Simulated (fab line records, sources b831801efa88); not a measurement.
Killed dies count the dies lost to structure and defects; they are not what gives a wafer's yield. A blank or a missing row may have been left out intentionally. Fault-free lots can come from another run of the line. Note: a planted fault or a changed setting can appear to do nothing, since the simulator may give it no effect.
fab line records || flow sfq_line
record: {"lots": 6, "wafers": 18, "last_day": 81}
route steps=325 shown M0@32 I0@43
lots that met no fault: taken from a fault-free run of the same line
start_h: start of the lot's first displayed wafer, in hours after the record's first day || wait_h: time in hours since the lot's previous step || " same as the row above || L1.1+2: a row that stands for several wafers || - no value, or no start was given || * or withheld: withheld || < > ~ a bound
route shown NAME@n: names a module that has steps shown in the file, with the first one's number in the route || usual: mean/standard deviation taken from wafers without a fault || same: alike in all rows || chamber/n: place in a boat || sites: readings site by site || _std_site: how widely they spread, as a standard deviation || _edge_site: inner sites' mean taken away from outer sites' mean || radius_mm: for every site, how far away it sits from the centre of the wafer || mask NAME#n: copy n || behind: the most recent tool/chamber to have shaped the wafer || hold: cause of the lot's hold/its duration in hours/its outcome || device: names the non-switching transistor (n, p or np) || end of line: tests of these same wafers at the route's end || a step with no rows: only its recipe || killed: dies that structure and defects cost at the first sort, which is not the same as the wafer's yield || map: dies across one wafer; x = killed, . = not, _ = none there
set.NAME: the run value of the setting; set.NAME@STEP: its run value at that earlier step || model.NAME: the simulator's own value behind a step, which no gauge read
lots at some steps of the route; a table a step, a row a wafer
services: the hour from which a tool's chamber was out of use, counted from the record's first day as start_h (under 0 if before that day), plus the number of hours and why
== steps ==
step: SFQ_TRILAYER_M0_LITHO_COAT_026
recipe: {"resist": "BARC", "spin_rpm": 3000, "resist_thk_nm": 62}
step: SFQ_TRILAYER_M0_LITHO_COAT_021
recipe: {"resist": "KrF", "spin_rpm": 3000, "resist_thk_nm": 600}
step: SFQ_TRILAYER_M0_LITHO_SOFTBAKE_025
recipe: {"temp_c": "withheld", "time_s": "withheld", "resist": "KrF"}
step: SFQ_TRILAYER_M0_LITHO_EXPOSE_022
recipe: {"mask_id": "M0", "na": 0.6, "source_shape": "conventional", "sigma_outer": 0.65, "target_cd_nm": 500, "dose_mj": 14.4}
step: SFQ_TRILAYER_M0_LITHO_PEB_024
recipe: {"peb_temp_c": 115, "peb_time_s": 60, "resist": "KrF"}
step: SFQ_TRILAYER_M0_LITHO_DEVELOP_023
recipe: {"time_s": 60, "resist": "KrF"}
step: SFQ_M0_OVL_MEAS_906
usual: {"M0_OVL": "2/5"}
{"lot.wafer": "L164.3", "tool": "overlay-02", "chamber": "-", "start_h": 110.85, "wait_h": 0.1, "M0_OVL[nm]": 0}
{"lot.wafer": "L164.4", "tool": "overlay-02", "chamber": "-", "start_h": 110.85, "wait_h": 0.1, "M0_OVL[nm]": 0}
{"lot.wafer": "L164.6", "tool": "overlay-02", "chamber": "-", "start_h": 110.85, "wait_h": 0.1, "M0_OVL[nm]": 0}
{"lot.wafer": "L168.3", "tool": "overlay-01", "chamber": "-", "start_h": 136.01, "wait_h": 0.1, "M0_OVL[nm]": -6}
{"lot.wafer": "L168.4", "tool": "overlay-01", "chamber": "-", "start_h": 136.01, "wait_h": 0.1, "M0_OVL[nm]": -3}
{"lot.wafer": "L168.5", "tool": "overlay-01", "chamber": "-", "start_h": 136.01, "wait_h": 0.1, "M0_OVL[nm]": -9}
{"lot.wafer": "L178.1", "tool": "overlay-01", "chamber": "-", "start_h": 240.72, "wait_h": 0.1, "M0_OVL[nm]": 0}
{"lot.wafer": "L178.3", "tool": "overlay-01", "chamber": "-", "start_h": 240.72, "wait_h": 0.1, "M0_OVL[nm]": -2}
{"lot.wafer": "L178.6", "tool": "overlay-01", "chamber": "-", "start_h": 240.72, "wait_h": 0.1, "M0_OVL[nm]": -1}
{"lot.wafer": "L179.1", "tool": "overlay-01", "chamber": "-", "start_h": 243.12, "wait_h": 0.1, "M0_OVL[nm]": 5}
{"lot.wafer": "L179.3", "tool": "overlay-01", "chamber": "-", "start_h": 243.12, "wait_h": 0.1, "M0_OVL[nm]": 11}
{"lot.wafer": "L179.4", "tool": "overlay-01", "chamber": "-", "start_h": 243.12, "wait_h": 0.1, "M0_OVL[nm]": 4}
{"lot.wafer": "L180.2", "tool": "overlay-01", "chamber": "-", "start_h": 247.93, "wait_h": 0.1, "M0_OVL[nm]": 0}
{"lot.wafer": "L180.3", "tool": "overlay-01", "chamber": "-", "start_h": 247.93, "wait_h": 0.1, "M0_OVL[nm]": 4}
{"lot.wafer": "L180.4", "tool": "overlay-01", "chamber": "-", "start_h": 247.93, "wait_h": 0.1, "M0_OVL[nm]": 4}
{"lot.wafer": "L184.2", "tool": "overlay-02", "chamber": "-", "start_h": 283.48, "wait_h": 0.1, "M0_OVL[nm]": 1}
{"lot.wafer": "L184.4", "tool": "overlay-02", "chamber": "-", "start_h": 283.48, "wait_h": 0.1, "M0_OVL[nm]": 4}
{"lot.wafer": "L184.6", "tool": "overlay-02", "chamber": "-", "start_h": 283.48, "wait_h": 0.1, "M0_OVL[nm]": 0}
step: SFQ_TRILAYER_M0_BARC_OPEN_METAL_ETCH_031
recipe: {"mask_material": "PR", "chemistry": "O2", "target_depth_nm": 125, "target": "BARC", "icp_w": 600, "bias_w": 80, "pressure_mtorr": 10, "time_s": 41.7}
usual: {"drypump_motor_current_A": "5.4/0.53", "oes_product_au": "0.685/0.0052"}
{"lot.wafer": "L164.3", "tool": "rie_metal-02", "chamber": 1, "start_h": 110.89, "wait_h": 0.0, "drypump_motor_current_A": 5.5, "oes_product_au": 0.685, "rf_hours_counter_h": "-"}
{"lot.wafer": "L164.4", "tool": "rie_metal-02", "chamber": 0, "start_h": 110.89, "wait_h": 0.0, "drypump_motor_current_A": 6.5, "oes_product_au": 0.688, "rf_hours_counter_h": "-"}
{"lot.wafer": "L164.6", "tool": "rie_metal-02", "chamber": 0, "start_h": 110.89, "wait_h": 0.0, "drypump_motor_current_A": 6.4, "oes_product_au": 0.687, "rf_hours_counter_h": "-"}
{"lot.wafer": "L168.3", "tool": "rie_metal-03", "chamber": 1, "start_h": 136.05, "wait_h": 0.0, "drypump_motor_current_A": 5.0, "oes_product_au": 0.680, "rf_hours_counter_h": "-"}
{"lot.wafer": "L168.4", "tool": "rie_metal-03", "chamber": 0, "start_h": 136.05, "wait_h": 0.0, "drypump_motor_current_A": 6.1, "oes_product_au": 0.695, "rf_hours_counter_h": "-"}
{"lot.wafer": "L168.5", "tool": "rie_metal-03", "chamber": 1, "start_h": 136.05, "wait_h": 0.0, "drypump_motor_current_A": 5.0, "oes_product_au": 0.688, "rf_hours_counter_h": "-"}
{"lot.wafer": "L178.1", "tool": "rie_metal-04", "chamber": 0, "start_h": 240.76, "wait_h": 0.0, "drypump_motor_current_A": 5.3, "oes_product_au": 0.687, "rf_hours_counter_h": 39}
{"lot.wafer": "L178.3", "tool": "rie_metal-04", "chamber": 0, "start_h": 240.76, "wait_h": 0.0, "drypump_motor_current_A": 5.3, "oes_product_au": 0.676, "rf_hours_counter_h": "-"}
{"lot.wafer": "L178.6", "tool": "rie_metal-04", "chamber": 0, "start_h": 240.76, "wait_h": 0.0, "drypump_motor_current_A": 5.3, "oes_product_au": 0.682, "rf_hours_counter_h": "-"}
{"lot.wafer": "L179.1", "tool": "rie_metal-03", "chamber": 1, "start_h": 243.16, "wait_h": 0.0, "drypump_motor_current_A": 4.9, "oes_product_au": 0.685, "rf_hours_counter_h": 4}
{"lot.wafer": "L179.3", "tool": "rie_metal-03", "chamber": 1, "start_h": 243.16, "wait_h": 0.0, "drypump_motor_current_A": 4.9, "oes_product_au": 0.678, "rf_hours_counter_h": "-"}
{"lot.wafer": "L179.4", "tool": "rie_metal-03", "chamber": 1, "start_h": 243.16, "wait_h": 0.0, "drypump_motor_current_A": 4.9, "oes_product_au": 0.681, "rf_hours_counter_h": "-"}
{"lot.wafer": "L180.2", "tool": "rie_metal-04", "chamber": 0, "start_h": 247.96, "wait_h": 0.0, "drypump_motor_current_A": 5.3, "oes_product_au": 0.681, "rf_hours_counter_h": 41}
{"lot.wafer": "L180.3", "tool": "rie_metal-04", "chamber": 1, "start_h": 247.96, "wait_h": 0.0, "drypump_motor_current_A": 5.0, "oes_product_au": 0.682, "rf_hours_counter_h": "-"}
{"lot.wafer": "L180.4", "tool": "rie_metal-04", "chamber": 0, "start_h": 247.96, "wait_h": 0.0, "drypump_motor_current_A": 5.2, "oes_product_au": 0.679, "rf_hours_counter_h": "-"}
{"lot.wafer": "L184.2", "tool": "rie_metal-03", "chamber": 0, "start_h": 283.51, "wait_h": 0.0, "drypump_motor_current_A": 6.0, "oes_product_au": 0.680, "rf_hours_counter_h": 168}
{"lot.wafer": "L184.4", "tool": "rie_metal-03", "chamber": 0, "start_h": 283.51, "wait_h": 0.0, "drypump_motor_current_A": 6.0, "oes_product_au": 0.679, "rf_hours_counter_h": "-"}
{"lot.wafer": "L184.6", "tool": "rie_metal-03", "chamber": 1, "start_h": 283.51, "wait_h": 0.0, "drypump_motor_current_A": 4.9, "oes_product_au": 0.685, "rf_hours_counter_h": "-"}
step: SFQ_TRILAYER_M0_ETCH_METAL_ETCH_024
recipe: {"target": "Nb", "stop_on": "SiO2", "mask_material": "PR", "chemistry": "Cl2/Ar", "target_depth_nm": 240, "icp_w": 600, "bias_w": 80, "pressure_mtorr": 10, "time_s": 120}
usual: {"drypump_motor_current_A": "5.4/0.53", "oes_product_au": "0.896/0.0071"}
{"lot.wafer": "L164.3", "tool": "rie_metal-02", "chamber": 1, "start_h": 110.98, "wait_h": 0.1, "drypump_motor_current_A": 5.6, "oes_product_au": 0.912, "rf_hours_counter_h": "-"}
{"lot.wafer": "L164.4", "tool": "rie_metal-02", "chamber": 0, "start_h": 110.98, "wait_h": 0.1, "drypump_motor_current_A": 6.4, "oes_product_au": 0.902, "rf_hours_counter_h": "-"}
{"lot.wafer": "L164.6", "tool": "rie_metal-02", "chamber": 0, "start_h": 110.98, "wait_h": 0.1, "drypump_motor_current_A": 6.4, "oes_product_au": 0.913, "rf_hours_counter_h": "-"}
{"lot.wafer": "L168.3", "tool": "rie_metal-03", "chamber": 1, "start_h": 136.13, "wait_h": 0.1, "drypump_motor_current_A": 5.0, "oes_product_au": 0.896, "rf_hours_counter_h": "-"}
{"lot.wafer": "L168.4", "tool": "rie_metal-03", "chamber": 0, "start_h": 136.13, "wait_h": 0.1, "drypump_motor_current_A": 6.0, "oes_product_au": 0.890, "rf_hours_counter_h": "-"}
{"lot.wafer": "L168.5", "tool": "rie_metal-03", "chamber": 1, "start_h": 136.13, "wait_h": 0.1, "drypump_motor_current_A": 5.0, "oes_product_au": 0.888, "rf_hours_counter_h": "-"}
{"lot.wafer": "L178.1", "tool": "rie_metal-04", "chamber": 0, "start_h": 240.81, "wait_h": 0.0, "drypump_motor_current_A": 5.2, "oes_product_au": 0.893, "rf_hours_counter_h": 39}
{"lot.wafer": "L178.3", "tool": "rie_metal-04", "chamber": 0, "start_h": 240.81, "wait_h": 0.0, "drypump_motor_current_A": 5.3, "oes_product_au": 0.885, "rf_hours_counter_h": "-"}
{"lot.wafer": "L178.6", "tool": "rie_metal-04", "chamber": 0, "start_h": 240.81, "wait_h": 0.0, "drypump_motor_current_A": 5.2, "oes_product_au": 0.899, "rf_hours_counter_h": "-"}
{"lot.wafer": "L179.1", "tool": "rie_metal-03", "chamber": 1, "start_h": 243.27, "wait_h": 0.1, "drypump_motor_current_A": 4.9, "oes_product_au": 0.904, "rf_hours_counter_h": 4}
{"lot.wafer": "L179.3", "tool": "rie_metal-03", "chamber": 1, "start_h": 243.27, "wait_h": 0.1, "drypump_motor_current_A": 4.9, "oes_product_au": 0.901, "rf_hours_counter_h": "-"}
{"lot.wafer": "L179.4", "tool": "rie_metal-03", "chamber": 1, "start_h": 243.27, "wait_h": 0.1, "drypump_motor_current_A": 4.9, "oes_product_au": 0.897, "rf_hours_counter_h": "-"}
{"lot.wafer": "L180.2", "tool": "rie_metal-04", "chamber": 0, "start_h": 248.01, "wait_h": 0.0, "drypump_motor_current_A": 5.3, "oes_product_au": 0.893, "rf_hours_counter_h": 41}
{"lot.wafer": "L180.3", "tool": "rie_metal-04", "chamber": 1, "start_h": 248.01, "wait_h": 0.0, "drypump_motor_current_A": 5.0, "oes_product_au": 0.901, "rf_hours_counter_h": "-"}
{"lot.wafer": "L180.4", "tool": "rie_metal-04", "chamber": 0, "start_h": 248.01, "wait_h": 0.0, "drypump_motor_current_A": 5.3, "oes_product_au": 0.901, "rf_hours_counter_h": "-"}
{"lot.wafer": "L184.2", "tool": "rie_metal-03", "chamber": 0, "start_h": 283.56, "wait_h": 0.0, "drypump_motor_current_A": 6.0, "oes_product_au": 0.898, "rf_hours_counter_h": 168}
{"lot.wafer": "L184.4", "tool": "rie_metal-03", "chamber": 0, "start_h": 283.56, "wait_h": 0.0, "drypump_motor_current_A": 6.1, "oes_product_au": 0.900, "rf_hours_counter_h": "-"}
{"lot.wafer": "L184.6", "tool": "rie_metal-03", "chamber": 1, "start_h": 283.56, "wait_h": 0.0, "drypump_motor_current_A": 4.9, "oes_product_au": 0.896, "rf_hours_counter_h": "-"}
step: SFQ_TRILAYER_M0_STRIP_STRIP_025
recipe: {"gas": "O2", "power_w": 200, "platen_temp_c": 40, "overash_fraction": 0.65, "chemistry": "O2", "pressure_mtorr": 50}
usual: {"drypump_motor_current_A": "5.4/0.54", "oes_product_au": "0.997/0.0073"}
same: {"overash_fraction": 0.65}
{"lot.wafer": "L164.3", "tool": "rie_metal-02", "chamber": 1, "start_h": 111.26, "wait_h": 0.2, "drypump_motor_current_A": 5.6, "oes_product_au": 0.995, "rf_hours_counter_h": "-"}
{"lot.wafer": "L164.4", "tool": "rie_metal-02", "chamber": 0, "start_h": 111.26, "wait_h": 0.2, "drypump_motor_current_A": 6.4, "oes_product_au": 0.988, "rf_hours_counter_h": "-"}
{"lot.wafer": "L164.6", "tool": "rie_metal-02", "chamber": 0, "start_h": 111.26, "wait_h": 0.2, "drypump_motor_current_A": 6.5, "oes_product_au": 0.987, "rf_hours_counter_h": "-"}
{"lot.wafer": "L168.3", "tool": "rie_metal-03", "chamber": 1, "start_h": 136.41, "wait_h": 0.2, "drypump_motor_current_A": 4.9, "oes_product_au": 0.983, "rf_hours_counter_h": "-"}
{"lot.wafer": "L168.4", "tool": "rie_metal-03", "chamber": 0, "start_h": 136.41, "wait_h": 0.2, "drypump_motor_current_A": 6.1, "oes_product_au": 0.987, "rf_hours_counter_h": "-"}
{"lot.wafer": "L168.5", "tool": "rie_metal-03", "chamber": 1, "start_h": 136.41, "wait_h": 0.2, "drypump_motor_current_A": 4.9, "oes_product_au": 1.009, "rf_hours_counter_h": "-"}
{"lot.wafer": "L178.1", "tool": "rie_metal-04", "chamber": 0, "start_h": 240.94, "wait_h": 0.1, "drypump_motor_current_A": 5.2, "oes_product_au": 1.002, "rf_hours_counter_h": 39}
{"lot.wafer": "L178.3", "tool": "rie_metal-04", "chamber": 0, "start_h": 240.94, "wait_h": 0.1, "drypump_motor_current_A": 5.3, "oes_product_au": 1.005, "rf_hours_counter_h": "-"}
{"lot.wafer": "L178.6", "tool": "rie_metal-04", "chamber": 0, "start_h": 240.94, "wait_h": 0.1, "drypump_motor_current_A": 5.3, "oes_product_au": 1.002, "rf_hours_counter_h": "-"}
{"lot.wafer": "L179.1", "tool": "rie_metal-03", "chamber": 1, "start_h": 243.52, "wait_h": 0.2, "drypump_motor_current_A": 4.9, "oes_product_au": 0.983, "rf_hours_counter_h": 5}
{"lot.wafer": "L179.3", "tool": "rie_metal-03", "chamber": 1, "start_h": 243.52, "wait_h": 0.2, "drypump_motor_current_A": 4.9, "oes_product_au": 0.992, "rf_hours_counter_h": "-"}
{"lot.wafer": "L179.4", "tool": "rie_metal-03", "chamber": 1, "start_h": 243.52, "wait_h": 0.2, "drypump_motor_current_A": 4.9, "oes_product_au": 0.988, "rf_hours_counter_h": "-"}
{"lot.wafer": "L180.2", "tool": "rie_metal-04", "chamber": 0, "start_h": 248.14, "wait_h": 0.1, "drypump_motor_current_A": 5.2, "oes_product_au": 1.006, "rf_hours_counter_h": 41}
{"lot.wafer": "L180.3", "tool": "rie_metal-04", "chamber": 1, "start_h": 248.14, "wait_h": 0.1, "drypump_motor_current_A": 5.0, "oes_product_au": 0.999, "rf_hours_counter_h": "-"}
{"lot.wafer": "L180.4", "tool": "rie_metal-04", "chamber": 0, "start_h": 248.14, "wait_h": 0.1, "drypump_motor_current_A": 5.2, "oes_product_au": 0.999, "rf_hours_counter_h": "-"}
{"lot.wafer": "L184.2", "tool": "rie_metal-03", "chamber": 0, "start_h": 283.69, "wait_h": 0.1, "drypump_motor_current_A": 6.0, "oes_product_au": 0.985, "rf_hours_counter_h": 168}
{"lot.wafer": "L184.4", "tool": "rie_metal-03", "chamber": 0, "start_h": 283.69, "wait_h": 0.1, "drypump_motor_current_A": 6.0, "oes_product_au": 0.997, "rf_hours_counter_h": "-"}
{"lot.wafer": "L184.6", "tool": "rie_metal-03", "chamber": 1, "start_h": 283.69, "wait_h": 0.1, "drypump_motor_current_A": 4.9, "oes_product_au": 0.999, "rf_hours_counter_h": "-"}
step: SFQ_TRILAYER_M0_STRIP_SOLV_CLEAN_026
recipe: {"chemistry": "NMP", "temp_c": 70, "time_s": 600}
step: SFQ_TRILAYER_I0_DEP_PECVD_027
recipe: {"material": "SiO2", "temp_c": 150, "time_s": 111.11, "pressure_torr": 2.4, "rf_w": 183.3, "precursor": "SiH4/N2O", "target_thk_nm": 500}
usual: {"heater_power_w": "83/16", "rf_fwd_power_W": "182.2/0.59", "throttle_valve_pct": "24.6/0.95"}
{"lot.wafer": "L164.3", "tool": "pecvd-02", "chamber": 2, "start_h": 111.83, "wait_h": 0.0, "heater_power_w": 91, "rf_fwd_power_W": 182.0, "since_wet_clean_h": 1026, "throttle_valve_pct": 24.2, "model.SiO2_of_TRILAYER_I0_DEP_PECVD_027.thk_nm": 504}
{"lot.wafer": "L164.4", "tool": "pecvd-02", "chamber": 2, "start_h": 111.83, "wait_h": 0.0, "heater_power_w": 71, "rf_fwd_power_W": 182.0, "since_wet_clean_h": "-", "throttle_valve_pct": 24.3, "model.SiO2_of_TRILAYER_I0_DEP_PECVD_027.thk_nm": 510.8}
{"lot.wafer": "L164.6", "tool": "pecvd-02", "chamber": 0, "start_h": 111.83, "wait_h": 0.0, "heater_power_w": 106, "rf_fwd_power_W": 182.0, "since_wet_clean_h": "-", "throttle_valve_pct": 23.9, "model.SiO2_of_TRILAYER_I0_DEP_PECVD_027.thk_nm": 506.6}
{"lot.wafer": "L168.3", "tool": "pecvd-04", "chamber": 1, "start_h": 136.99, "wait_h": 0.0, "heater_power_w": 88, "rf_fwd_power_W": 182.5, "since_wet_clean_h": 682, "throttle_valve_pct": 25.4, "model.SiO2_of_TRILAYER_I0_DEP_PECVD_027.thk_nm": 491}
{"lot.wafer": "L168.4", "tool": "pecvd-04", "chamber": 0, "start_h": 136.99, "wait_h": 0.0, "heater_power_w": 93, "rf_fwd_power_W": 181.9, "since_wet_clean_h": "-", "throttle_valve_pct": 26.7, "model.SiO2_of_TRILAYER_I0_DEP_PECVD_027.thk_nm": 500.6}
{"lot.wafer": "L168.5", "tool": "pecvd-04", "chamber": 2, "start_h": 136.99, "wait_h": 0.0, "heater_power_w": 112, "rf_fwd_power_W": 182.7, "since_wet_clean_h": "-", "throttle_valve_pct": 25.4, "model.SiO2_of_TRILAYER_I0_DEP_PECVD_027.thk_nm": 493.8}
{"lot.wafer": "L178.1", "tool": "pecvd-02", "chamber": 0, "start_h": 241.73, "wait_h": 0.0, "heater_power_w": 96, "rf_fwd_power_W": 211.6, "since_wet_clean_h": 1156, "throttle_valve_pct": 23.8, "model.SiO2_of_TRILAYER_I0_DEP_PECVD_027.thk_nm": 527.7}
{"lot.wafer": "L178.3", "tool": "pecvd-02", "chamber": 2, "start_h": 241.73, "wait_h": 0.0, "heater_power_w": 76, "rf_fwd_power_W": 211.7, "since_wet_clean_h": 1156, "throttle_valve_pct": 24.3, "model.SiO2_of_TRILAYER_I0_DEP_PECVD_027.thk_nm": 517.1}
{"lot.wafer": "L178.6", "tool": "pecvd-02", "chamber": 2, "start_h": 241.73, "wait_h": 0.0, "heater_power_w": 78, "rf_fwd_power_W": 211.2, "since_wet_clean_h": "-", "throttle_valve_pct": 24.4, "model.SiO2_of_TRILAYER_I0_DEP_PECVD_027.thk_nm": 530.2}
{"lot.wafer": "L179.1", "tool": "pecvd-01", "chamber": 0, "start_h": 244.90, "wait_h": 0.0, "heater_power_w": 71, "rf_fwd_power_W": 182.7, "since_wet_clean_h": 406, "throttle_valve_pct": 23.5, "model.SiO2_of_TRILAYER_I0_DEP_PECVD_027.thk_nm": 493.4}
{"lot.wafer": "L179.3", "tool": "pecvd-01", "chamber": 1, "start_h": 244.90, "wait_h": 0.0, "heater_power_w": 70, "rf_fwd_power_W": 183.3, "since_wet_clean_h": 406, "throttle_valve_pct": 25.7, "model.SiO2_of_TRILAYER_I0_DEP_PECVD_027.thk_nm": 497.7}
{"lot.wafer": "L179.4", "tool": "pecvd-01", "chamber": 2, "start_h": 244.90, "wait_h": 0.0, "heater_power_w": 107, "rf_fwd_power_W": 182.4, "since_wet_clean_h": "-", "throttle_valve_pct": 24.4, "model.SiO2_of_TRILAYER_I0_DEP_PECVD_027.thk_nm": 505.8}
{"lot.wafer": "L180.2", "tool": "pecvd-02", "chamber": 2, "start_h": 248.91, "wait_h": 0.0, "heater_power_w": 76, "rf_fwd_power_W": 212.1, "since_wet_clean_h": 1163, "throttle_valve_pct": 24.6, "model.SiO2_of_TRILAYER_I0_DEP_PECVD_027.thk_nm": 517.5}
{"lot.wafer": "L180.3", "tool": "pecvd-02", "chamber": 0, "start_h": 248.91, "wait_h": 0.0, "heater_power_w": 82, "rf_fwd_power_W": 210.4, "since_wet_clean_h": 1163, "throttle_valve_pct": 24.1, "model.SiO2_of_TRILAYER_I0_DEP_PECVD_027.thk_nm": 522.7}
{"lot.wafer": "L180.4", "tool": "pecvd-02", "chamber": 2, "start_h": 248.91, "wait_h": 0.0, "heater_power_w": 79, "rf_fwd_power_W": 211.2, "since_wet_clean_h": "-", "throttle_valve_pct": 24.1, "model.SiO2_of_TRILAYER_I0_DEP_PECVD_027.thk_nm": 529.5}
{"lot.wafer": "L184.2", "tool": "pecvd-01", "chamber": 1, "start_h": 284.46, "wait_h": 0.0, "heater_power_w": 69, "rf_fwd_power_W": 182.9, "since_wet_clean_h": 446, "throttle_valve_pct": 25.7, "model.SiO2_of_TRILAYER_I0_DEP_PECVD_027.thk_nm": 490}
{"lot.wafer": "L184.4", "tool": "pecvd-01", "chamber": 0, "start_h": 284.46, "wait_h": 0.0, "heater_power_w": 72, "rf_fwd_power_W": 182.7, "since_wet_clean_h": "-", "throttle_valve_pct": 23.6, "model.SiO2_of_TRILAYER_I0_DEP_PECVD_027.thk_nm": 501.3}
{"lot.wafer": "L184.6", "tool": "pecvd-01", "chamber": 1, "start_h": 284.46, "wait_h": 0.0, "heater_power_w": 70, "rf_fwd_power_W": 182.2, "since_wet_clean_h": "-", "throttle_valve_pct": 26.1, "model.SiO2_of_TRILAYER_I0_DEP_PECVD_027.thk_nm": 498.9}
step: SFQ_TRILAYER_I0_CMP_CMP_028
recipe: {"material": "SiO2", "down_force_psi": 3, "platen_rpm": 60, "pad_velocity_m_s": 0.94248}
usual: {"motor_current_A": "10.7/0.96", "time_to_endpoint_s": "214/6.7"}
{"lot.wafer": "L164.3", "tool": "cmp-02", "chamber": 3, "start_h": 119.02, "wait_h": 7.2, "motor_current_A": 9.5, "time_to_endpoint_s": 218}
{"lot.wafer": "L164.4", "tool": "cmp-02", "chamber": 0, "start_h": 119.02, "wait_h": 7.2, "motor_current_A": 9.3, "time_to_endpoint_s": 219}
{"lot.wafer": "L164.6", "tool": "cmp-02", "chamber": 1, "start_h": 119.02, "wait_h": 7.2, "motor_current_A": 10.2, "time_to_endpoint_s": 218}
{"lot.wafer": "L168.3", "tool": "cmp-01", "chamber": 1, "start_h": 137.07, "wait_h": 0.0, "motor_current_A": 12.3, "time_to_endpoint_s": 211}
{"lot.wafer": "L168.4", "tool": "cmp-01", "chamber": 0, "start_h": 138.57, "wait_h": 1.5, "motor_current_A": 11.8, "time_to_endpoint_s": 215}
{"lot.wafer": "L168.5", "tool": "cmp-01", "chamber": 1, "start_h": 138.57, "wait_h": 1.5, "motor_current_A": 11.8, "time_to_endpoint_s": 210}
{"lot.wafer": "L178.1", "tool": "cmp-02", "chamber": 3, "start_h": 247.85, "wait_h": 6.1, "motor_current_A": 9.4, "time_to_endpoint_s": 234}
{"lot.wafer": "L178.3", "tool": "cmp-02", "chamber": 1, "start_h": 248.85, "wait_h": 7.1, "motor_current_A": 11.4, "time_to_endpoint_s": 223}
{"lot.wafer": "L178.6", "tool": "cmp-02", "chamber": 3, "start_h": 249.85, "wait_h": 8.0, "motor_current_A": 9.3, "time_to_endpoint_s": 232}
{"lot.wafer": "L179.3", "tool": "cmp-01", "chamber": 3, "start_h": 251.70, "wait_h": 6.8, "motor_current_A": 11.1, "time_to_endpoint_s": 217}
{"lot.wafer": "L179.4", "tool": "cmp-01", "chamber": 0, "start_h": 251.70, "wait_h": 6.8, "motor_current_A": 11.7, "time_to_endpoint_s": 220}
{"lot.wafer": "L179.1", "tool": "cmp-01", "chamber": 1, "start_h": 251.70, "wait_h": 6.8, "motor_current_A": 11.4, "time_to_endpoint_s": 215}
{"lot.wafer": "L180.3", "tool": "cmp-02", "chamber": 1, "start_h": 253.85, "wait_h": 4.9, "motor_current_A": 11.1, "time_to_endpoint_s": 230}
{"lot.wafer": "L180.4", "tool": "cmp-02", "chamber": 2, "start_h": 253.85, "wait_h": 4.9, "motor_current_A": 9.2, "time_to_endpoint_s": 233}
{"lot.wafer": "L180.2", "tool": "cmp-02", "chamber": 0, "start_h": 255.35, "wait_h": 6.4, "motor_current_A": 9.7, "time_to_endpoint_s": 228}
{"lot.wafer": "L184.4", "tool": "cmp-02", "chamber": 3, "start_h": 290.35, "wait_h": 5.8, "motor_current_A": 9.5, "time_to_endpoint_s": 206}
{"lot.wafer": "L184.2", "tool": "cmp-02", "chamber": 0, "start_h": 290.35, "wait_h": 5.8, "motor_current_A": 9.9, "time_to_endpoint_s": 201}
{"lot.wafer": "L184.6", "tool": "cmp-02", "chamber": 2, "start_h": 291.85, "wait_h": 7.3, "motor_current_A": 9.0, "time_to_endpoint_s": 204}
== services ==
{"tool": "cmp-02", "chamber": "-", "start_h": 97.86, "hours": 5.2, "kind": "pm"}
{"tool": "rie_metal-03", "chamber": 1, "start_h": 98.22, "hours": 2.1, "kind": "repair"}
{"tool": "pecvd-01", "chamber": 2, "start_h": 111.50, "hours": 7.6, "kind": "repair"}
{"tool": "rie_metal-03", "chamber": "-", "start_h": 116.44, "hours": 2.8, "kind": "pm"}
{"tool": "pecvd-01", "chamber": 2, "start_h": 119.92, "hours": 5.4, "kind": "repair"}
{"tool": "cmp-02", "chamber": "-", "start_h": 163.57, "hours": 6.2, "kind": "pm"}
{"tool": "rie_metal-03", "chamber": 1, "start_h": 165.27, "hours": 4.8, "kind": "repair"}
{"tool": "pecvd-04", "chamber": 0, "start_h": 169.88, "hours": 5.1, "kind": "repair"}
{"tool": "pecvd-04", "chamber": "-", "start_h": 185.89, "hours": 1.4, "kind": "repair"}
{"tool": "cmp-02", "chamber": "-", "start_h": 192.29, "hours": 5.8, "kind": "repair"}
{"tool": "rie_metal-04", "chamber": 1, "start_h": 196.96, "hours": 9.6, "kind": "repair"}
{"tool": "pecvd-02", "chamber": "-", "start_h": 198.89, "hours": 0.4, "kind": "repair"}
{"tool": "cmp-02", "chamber": "-", "start_h": 209.38, "hours": 1.3, "kind": "repair"}
{"tool": "cmp-01", "chamber": "-", "start_h": 212.51, "hours": 0.6, "kind": "repair"}
{"tool": "cmp-02", "chamber": "-", "start_h": 218.23, "hours": 1.6, "kind": "repair"}
{"tool": "pecvd-01", "chamber": "-", "start_h": 228.64, "hours": 14.6, "kind": "pm"}
{"tool": "cmp-02", "chamber": "-", "start_h": 234.85, "hours": 4.0, "kind": "pm"}
{"tool": "rie_metal-03", "chamber": 0, "start_h": 238.20, "hours": 26.6, "kind": "repair"}
{"tool": "cmp-01", "chamber": "-", "start_h": 244.54, "hours": 4.2, "kind": "pm"}
{"tool": "rie_metal-02", "chamber": "-", "start_h": 251.06, "hours": 0.8, "kind": "repair"}
{"tool": "pecvd-02", "chamber": 1, "start_h": 261.42, "hours": 7.0, "kind": "repair"}
{"tool": "rie_metal-03", "chamber": "-", "start_h": 262.89, "hours": 1.4, "kind": "pm"}
{"tool": "pecvd-01", "chamber": "-", "start_h": 264.54, "hours": 0.8, "kind": "repair"}
{"tool": "pecvd-01", "chamber": "-", "start_h": 273.11, "hours": 0.8, "kind": "repair"}
== key ==
first_sign: {"step": "SFQ_TRILAYER_I0_DEP_PECVD_027", "reading": "rf_fwd_power_W", "direction": "up", "sigmas": 50, "usual": 182.2, "struck": 211.4}
effect none on later readings
model_effect: {"step": "SFQ_TRILAYER_I0_DEP_PECVD_027", "value": "SiO2_of_TRILAYER_I0_DEP_PECVD_027.thk_nm", "without": 501.4, "struck": 524.1}
met_at SFQ_TRILAYER_I0_DEP_PECVD_027
struck_wafers L178.1,L178.3,L178.6,L180.2,L180.3,L180.4
onset_between 111.83 241.73
fault: {"kind": "process_parameter_drift", "tool": "pecvd-02", "chamber": "-", "onset_h": 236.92, "steps": "SFQ_TRILAYER_I0_DEP_PECVD_027", "channel": "rf_w", "offset": 29.328, "shape": "step", "end_h": 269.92, "acts_in": "these_recipes_only", "stated": 183.3}
